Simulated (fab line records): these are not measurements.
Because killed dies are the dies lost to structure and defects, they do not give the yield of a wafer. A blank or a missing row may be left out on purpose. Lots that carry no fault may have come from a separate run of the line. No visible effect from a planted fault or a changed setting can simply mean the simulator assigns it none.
Lot-split experiment    flow gf180mcu    5 lots, 23 wafers read, on a route of 602 steps

SPLIT DETAILS
At GF_VT_IMPLANT_IMPLANT_41, the setting energy kev was moved away from the recipe's 70 on 8 of the 23 wafers read, by -2.2% to +4.5%. The other wafers ran this setting at the recipe's value.

Reading taken at the split's own step.

THE READING
The simulator's own value implant.drp nm, read by no gauge, in nm at GF_VT_IMPLANT_IMPLANT_41. The file does not state a usual value for it.

wafer   tool, chamber at the split  energy kev as run  against the recipe  implant.drp nm, nm  against lot-mates on the recipe
L074.2  implanter-03, 0             70                 recipe              18.17               -
L074.3  implanter-03, 0             70                 recipe              18.17               -
L074.4  implanter-03, 0             70                 recipe              18.17               -
L074.5  implanter-03, 0             70                 recipe              18.17               -
L074.6  implanter-03, 0             70                 recipe              18.17               -
L076.1  implanter-02, 0             70                 recipe              18.17               -
L076.3  implanter-02, 0             70                 recipe              18.17               -
L076.6  implanter-02, 0             70                 recipe              18.17               -
L077.1  implanter-03, 0             68.49              -2.2%               17.87               -0.30
L077.2  implanter-03, 0             68.49              -2.2%               17.87               -0.30
L077.6  implanter-03, 0             68.49              -2.2%               17.87               -0.30
L077.4  implanter-03, 0             70                 recipe              18.17               -
L077.5  implanter-03, 0             70                 recipe              18.17               -
L079.2  implanter-02, 0             70                 recipe              18.17               -
L079.3  implanter-02, 0             70                 recipe              18.17               -
L079.4  implanter-02, 0             71.17              +1.7%               18.41               +0.24
L079.5  implanter-02, 0             71.17              +1.7%               18.41               +0.24
L079.6  implanter-02, 0             71.17              +1.7%               18.41               +0.24
L083.1  implanter-01, 0             73.18              +4.5%               18.81               +0.64
L083.2  implanter-01, 0             73.18              +4.5%               18.81               +0.64
L083.3  implanter-01, 0             70                 recipe              18.17               -
L083.4  implanter-01, 0             70                 recipe              18.17               -
L083.5  implanter-01, 0             70                 recipe              18.17               -

THE FIT
A straight line over all 23 wafers: implant.drp nm changes by +0.141 nm for each +1% of energy kev; r = +1.00; the points scatter about the line by 0.0019 nm.
The same after taking each lot's own level away (the mean of its wafers on the recipe; 23 wafers): +0.141 nm for each +1%; r = +1.00; scatter 0.0019 nm.
On that fit, the largest move of energy kev shifts the reading by 0.64 nm.
The lots' own levels span 18.170 to 18.170 nm.
So the lot-to-lot level changes the slope little: the two slopes agree.
Check: for one of the wafers moved furthest among these (+4.5%), held out of the fit, the line's prediction against its lot-mates is +0.641 nm. It came out at +0.64 nm against them.

THE FILE'S OWN FIT
implant.drp nm changes by +0.14 nm for each +1% of energy kev, r = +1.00.
